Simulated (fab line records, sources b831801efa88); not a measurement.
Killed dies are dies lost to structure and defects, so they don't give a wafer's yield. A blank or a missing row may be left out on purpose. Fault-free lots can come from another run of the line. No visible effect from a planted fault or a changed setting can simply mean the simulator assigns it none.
fab line records	flow sky130
[record] lots = 13	wafers = 37	lastDay = 50
route steps=708 shown POLY_GATE@228 SD_P@328 SD_N@350
lots untouched by any fault: they come from a run of this same line in which no faults occurred
startH: hours from the record's first day to the start of the lot's first wafer shown	waitH: hours elapsed since this lot's preceding step	" unchanged from the row above	L1.1+2: one row covering several wafers at once	- value missing, or start not given	* or withheld: withheld	< > ~ a bound
route shown NAME@n: names a module that has steps shown in the file, with the first one's number in the route	usual: average and standard deviation across the fault-free wafers	same: alike in all rows	chamber/n: place in a boat	sites: per-site readings	_std_site: how widely they spread, as a standard deviation	_edge_site: outer sites' mean less inner sites'	radiusMm: how far each site lies from the wafer's centre	mask NAME#n: copy n	behind: the last tool/chamber to shape the wafer	hold: the reason the lot was held/the length of the hold in hours/how it ended	device: transistor that didn't switch, given as n, p or np	end of line: the tests these same wafers got at the end of their route	a step given without rows: its recipe and nothing more	killed: dies lost to structure and defects at the first sort, not the wafer's yield	map: a wafer's dies, marking killed ones x, the rest . and places with no die _
set.NAME: the run value of the setting; set.NAME@STEP: its run value at that earlier step	model.NAME: the simulator's own value behind a step, which no gauge read
a sample of lots followed through the steps of the route, with each step as a table and each wafer as a row
services: the hour from which a tool's chamber was out of use, counted from the record's first day as startH (under 0 if before that day), plus the number of hours and why
[[steps]]
[step SKY_POLY_GATE_OVL_MEAS_14]
[usual] POLY_GATE_OVL = -1/4.5
lot.wafer	tool	chamber	startH	waitH	POLY_GATE_OVL[nm]
L524.2	overlay-02	-	355.82	0.1	4
L524.3	"	-	"	"	9
L524.5	"	-	"	"	3
L525.1	overlay-02	-	376.62	0.1	0
L525.4	"	-	"	"	-5
L525.6	"	-	"	"	1
L526.1	overlay-01	-	377.92	0.1	-5
L526.2	"	-	"	"	-6
L526.3	"	-	"	"	2
L527.3	overlay-02	-	406.32	0.1	-7
L527.5	"	-	"	"	-1
L527.6	"	-	"	"	-7
L528.2	overlay-02	-	415.37	0.1	-4
L528.3	"	-	"	"	-11
L528.5	"	-	"	"	-6
L530.2	overlay-02	-	430.21	0.1	0
L530.3	"	-	"	"	-4
L530.4	"	-	"	"	-5
L532.4	overlay-02	-	449.50	0.1	-1
L532.5	"	-	"	"	-5
L537.1	overlay-02	-	486.40	0.1	1
L537.4	"	-	"	"	1
L542.1	overlay-01	-	525.27	0.1	-1
L542.2	"	-	"	"	1
L542.3	"	-	"	"	1
L543.2	overlay-01	-	542.72	0.1	2
L543.4	"	-	"	"	2
L543.5	"	-	"	"	-4
L545.1	overlay-01	-	557.27	0.1	5
L545.3	"	-	"	"	-3
L545.4	"	-	"	"	3
L546.2	overlay-01	-	564.87	0.1	4
L546.3	"	-	"	"	8
L546.4	"	-	"	"	5
L547.2	overlay-02	-	567.46	0.1	0
L547.5	"	-	"	"	2
L547.6	"	-	"	"	4
[step SKY_SD_P_OVL_MEAS_08]
[usual] SD_P_OVL = 0.4/1.3
lot.wafer	tool	chamber	startH	waitH	SD_P_OVL[nm]
L524.2	overlay-01	-	575.28	0.1	2.5
L524.3	"	-	"	"	2.9
L524.5	"	-	"	"	0.0
L525.1	overlay-01	-	597.94	0.1	1.7
L525.4	"	-	"	"	0.5
L525.6	"	-	"	"	-1.2
L526.1	overlay-02	-	598.24	0.1	0.2
L526.2	"	-	"	"	-0.9
L526.3	"	-	"	"	0.3
L527.3	overlay-01	-	623.85	0.1	1.7
L527.5	"	-	"	"	0.2
L527.6	"	-	"	"	0.8
L528.2	overlay-01	-	629.23	0.1	1.4
L528.3	"	-	"	"	1.4
L528.5	"	-	"	"	1.2
L530.2	overlay-01	-	647.42	0.1	1.3
L530.3	"	-	"	"	1.1
L530.4	"	-	"	"	-1.2
L532.4	overlay-02	-	662.95	0.1	0.6
L532.5	"	-	"	"	-0.6
L537.1	overlay-02	-	697.02	0.1	0.2
L537.4	"	-	"	"	-0.2
L542.1	overlay-02	-	731.05	0.1	2.7
L542.2	"	-	"	"	1.5
L542.3	"	-	"	"	0.3
L543.2	overlay-02	-	747.70	0.1	1.9
L543.4	"	-	"	"	1.6
L543.5	"	-	"	"	0.4
L545.1	overlay-02	-	758.82	0.1	-2.6
L545.3	"	-	"	"	-3.3
L545.4	"	-	"	"	-2.2
L546.2	overlay-02	-	768.92	0.1	-0.8
L546.3	"	-	"	"	-1.0
L546.4	"	-	"	"	-0.7
L547.2	overlay-02	-	770.55	0.1	-0.8
L547.5	"	-	"	"	-1.9
L547.6	"	-	"	"	-1.8
[step SKY_SD_N_OVL_MEAS_08]
[usual] SD_N_OVL = -0.9/1.4
lot.wafer	tool	chamber	startH	waitH	SD_N_OVL[nm]
L524.2	overlay-02	-	633.61	0.1	-4.3
L524.3	"	-	"	"	-2.6
L524.5	"	-	"	"	-0.7
L525.1	overlay-01	-	656.25	0.1	1.2
L525.4	"	-	"	"	-1.0
L525.6	"	-	"	"	0.7
L526.1	overlay-01	-	656.55	0.1	-0.8
L526.2	"	-	"	"	-2.8
L526.3	"	-	"	"	-1.5
L527.3	overlay-01	-	681.51	0.1	0.8
L527.5	"	-	"	"	0.5
L527.6	"	-	"	"	0.9
L528.2	overlay-01	-	687.62	0.1	-2.6
L528.3	"	-	"	"	-0.7
L528.5	"	-	"	"	-0.3
L530.2	overlay-02	-	704.85	0.1	-1.2
L530.3	"	-	"	"	-2.9
L530.4	"	-	"	"	-4.0
L532.4	overlay-01	-	719.03	0.1	-0.3
L532.5	"	-	"	"	-0.3
L537.1	overlay-02	-	751.47	0.1	-0.3
L537.4	"	-	"	"	-1.6
L542.1	overlay-02	-	785.05	0.1	-1.5
L542.2	"	-	"	"	-1.7
L542.3	"	-	"	"	0.3
L543.2	overlay-01	-	801.11	0.1	-0.6
L543.4	"	-	"	"	-2.9
L543.5	"	-	"	"	-2.8
L545.1	overlay-01	-	812.60	0.1	0.3
L545.3	"	-	"	"	0.7
L545.4	"	-	"	"	2.6
L546.2	overlay-02	-	822.35	0.1	-1.1
L546.3	"	-	"	"	1.0
L546.4	"	-	"	"	-0.5
L547.2	overlay-01	-	824.31	0.1	0.6
L547.5	"	-	"	"	-0.1
L547.6	"	-	"	"	-0.7
[step SKY_SD_N_IMPLANT_09]
[recipe] species = As	energyKev = 50	doseCm2 = 4e+15	tiltDeg = 0
[usual] faradayCurrentUA = 12876/1000	tiltDeg = -0.003/0.018
lot.wafer	tool	chamber	startH	waitH	faradayCurrentUA	tiltDeg
L524.2	implanter-02	0	633.66	0.0	14220	0.016
L524.3	"	0	"	"	14042	0.007
L524.5	"	0	"	"	14093	-0.015
L525.1	implanter-01	0	656.28	0.0	11046	0.001
L525.4	"	0	"	"	11184	0.007
L525.6	"	0	"	"	11437	-0.006
L526.1	implanter-03	0	656.58	0.0	13055	0.004
L526.2	"	0	"	"	13042	-0.001
L526.3	"	0	"	"	12969	0.006
L527.3	implanter-03	0	681.59	0.1	12837	0.041
L527.5	"	0	"	"	12862	-0.002
L527.6	"	0	"	"	13175	-0.006
L528.2	implanter-01	0	687.68	0.0	11780	0.003
L528.3	"	0	"	"	11464	0.016
L528.5	"	0	"	"	11356	-0.018
L530.2	implanter-02	0	704.91	0.0	14041	-0.047
L530.3	"	0	"	"	13470	0.016
L530.4	"	0	"	"	14246	0.005
L532.4	implanter-03	0	719.13	0.1	13049	-0.012
L532.5	"	0	"	"	15007	-0.020
L537.1	implanter-03	0	751.50	0.0	15027	-0.015
L537.4	"	0	"	"	12975	-0.030
L542.1	implanter-02	0	785.08	0.0	14393	-0.013
L542.2	"	0	"	"	14119	0.004
L542.3	"	0	"	"	13888	-0.050
L543.2	implanter-01	0	801.16	0.0	11431	0.022
L543.4	"	0	"	"	11783	-0.009
L543.5	"	0	"	"	11489	0.024
L545.1	implanter-01	0	812.64	0.0	11828	0.010
L545.3	"	0	"	"	11190	0.021
L545.4	"	0	"	"	11456	0.009
L546.2	implanter-02	0	822.41	0.0	13846	0.004
L546.3	"	0	"	"	13744	-0.016
L546.4	"	0	"	"	14234	0.020
L547.2	implanter-03	0	824.36	0.0	13063	-0.028
L547.5	"	0	"	"	12941	-0.004
L547.6	"	0	"	"	12948	-0.017
[step SKY_SD_N_STRIP_11]
[recipe] chemistry = O2/N2	powerW = 1400	pressureMtorr = 1500	platenTempC = withheld	o2FlowSccm = 3000	n2FlowSccm = 300	overashFraction = 0.5
[usual] drypumpMotorCurrentA = 5.6/0.6	oesProductAu = 0.527/0.0044	stripTimeToEndpointS = 22.54/0.048
lot.wafer	tool	chamber	startH	waitH	drypumpMotorCurrentA	oesProductAu	rfHoursCounterH	stripTimeToEndpointS
L524.2	plasmaAsher-04	1	633.94	0.1	6.2	0.522	55	22.59
L524.3	"	0	"	"	4.8	0.526	-	22.62
L524.5	"	0	"	"	4.8	0.522	-	22.62
L525.1	plasmaAsher-01	1	656.58	0.1	6.3	0.528	79	22.59
L525.4	"	1	"	"	6.3	0.527	-	22.58
L525.6	"	0	"	"	5.2	0.536	-	22.62
L526.1	plasmaAsher-03	1	656.88	0.1	5.8	0.528	22	22.56
L526.2	"	0	"	"	4.8	0.522	22	22.57
L526.3	"	1	"	"	5.8	0.532	-	22.53
L527.3	plasmaAsher-04	1	681.87	0.1	6.2	0.528	-	22.60
L527.5	"	0	"	"	4.8	0.532	-	22.59
L527.6	"	1	"	"	6.2	0.525	-	22.60
L528.2	plasmaAsher-01	1	687.95	0.1	6.2	0.537	82	22.53
L528.3	"	0	"	"	5.2	0.525	-	22.52
L528.5	"	0	"	"	5.2	0.530	-	22.54
L530.2	plasmaAsher-01	0	705.18	0.1	5.1	0.525	84	22.56
L530.3	"	1	"	"	6.3	0.536	-	22.58
L530.4	"	0	"	"	5.2	0.526	-	22.58
L532.4	plasmaAsher-01	0	719.39	0.1	5.2	0.527	-	22.65
L532.5	"	1	"	"	6.3	0.531	-	21.97
L537.1	plasmaAsher-01	1	751.80	0.1	6.3	0.538	89	21.91
L537.4	"	1	"	"	6.3	0.530	-	22.56
L542.1	plasmaAsher-03	1	785.38	0.1	5.9	0.522	34	22.50
L542.2	"	0	"	"	4.8	0.529	34	22.47
L542.3	"	1	"	"	5.8	0.529	-	22.53
L543.2	plasmaAsher-01	0	801.44	0.1	5.2	0.528	94	22.54
L543.4	"	1	"	"	6.3	0.525	-	22.59
L543.5	"	0	"	"	5.2	0.530	-	22.59
L545.1	plasmaAsher-03	1	812.94	0.1	5.8	0.526	37	22.57
L545.3	"	0	"	"	4.8	0.528	-	22.60
L545.4	"	1	"	"	5.8	0.525	-	22.53
L546.2	plasmaAsher-04	1	822.68	0.1	6.2	0.540	74	22.57
L546.3	"	0	"	"	4.8	0.535	-	22.56
L546.4	"	1	"	"	6.2	0.527	-	22.59
L547.2	plasmaAsher-04	1	824.64	0.1	6.2	0.529	74	22.55
L547.5	"	1	"	"	6.2	0.528	-	22.58
L547.6	"	0	"	"	4.9	0.523	-	22.52
[step SKY_SD_N_RS_MEAS_16]
[recipe] thkMeasGauge = four-point-probe
[usual] SD_N_RS = 68.58/0.11
lot.wafer	tool	chamber	startH	waitH	SD_N_RS[ohm/sq]
L524.2	filmMetro-03	-	634.34	0.1	68.55
L524.3	"	-	"	"	68.64
L524.5	"	-	"	"	68.56
L525.1	filmMetro-01	-	656.96	0.1	68.56
L525.4	"	-	"	"	68.41
L525.6	"	-	"	"	68.51
L526.1	filmMetro-03	-	657.32	0.1	68.67
L526.2	"	-	"	"	68.66
L526.3	"	-	"	"	68.47
L527.3	filmMetro-01	-	682.26	0.1	68.46
L527.5	"	-	"	"	68.53
L527.6	"	-	"	"	68.65
L528.2	filmMetro-01	-	688.36	0.1	68.49
L528.3	"	-	"	"	68.61
L528.5	"	-	"	"	68.54
L530.2	filmMetro-01	-	705.61	0.1	68.58
L530.3	"	-	"	"	68.63
L530.4	"	-	"	"	68.56
L532.4	filmMetro-03	-	719.81	0.1	68.59
L532.5	"	-	"	"	70.20
L537.1	filmMetro-03	-	752.19	0.1	70.27
L537.4	"	-	"	"	68.69
L542.1	filmMetro-02	-	785.76	0.1	68.55
L542.2	"	-	"	"	68.63
L542.3	"	-	"	"	68.58
L543.2	filmMetro-01	-	801.85	0.1	68.52
L543.4	"	-	"	"	68.66
L543.5	"	-	"	"	68.57
L545.1	filmMetro-02	-	813.32	0.1	68.69
L545.3	"	-	"	"	68.52
L545.4	"	-	"	"	68.59
L546.2	filmMetro-02	-	823.08	0.1	68.67
L546.3	"	-	"	"	68.50
L546.4	"	-	"	"	68.52
L547.2	filmMetro-03	-	825.04	0.1	68.57
L547.5	"	-	"	"	68.55
L547.6	"	-	"	"	68.65
[[services]]
tool	chamber	startH	hours	kind
implanter-02	-	609.89	1.9	repair
implanter-02	-	617.78	1.8	repair
implanter-01	-	660.33	6.0	pm
implanter-01	-	732.96	0.8	repair
plasmaAsher-01	-	768.38	1.8	repair
[[key]]
[firstSign] step = SKY_SD_N_STRIP_11	reading = stripTimeToEndpointS	direction = down	sigmas = 13	usual = *	struck = *
[effect] step = SKY_SD_N_RS_MEAS_16	reading = SD_N_RS	direction = up	sigmas = 15	usual = 68.58	struck = 70.23
metAt SKY_SD_N_IMPLANT_09
struckLots L532,L537
struckWafers L532.5,L537.1
testerLeftOut L532,L537
notActingAt SKY_POLY_GATE_OVL_MEAS_14,SKY_SD_P_OVL_MEAS_08,SKY_SD_N_OVL_MEAS_08
onsetBetween 681.59 719.13
[fault] kind = processParameterDrift	tool = implanter-03	chamber = -	onsetH = 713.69	steps = SKY_SD_N_IMPLANT_09	channel = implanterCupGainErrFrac	offset = 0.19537	shape = step	endH = 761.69	scope = struckWafersOnly
// testerLeftOut: of these lots the tester's yield and bins aren't shown, on N5 and GAA mostly nor the transistor test; their killed dies are dies lost to structure and defects alone, not to doping, threshold or leakage, so they don't give the yield
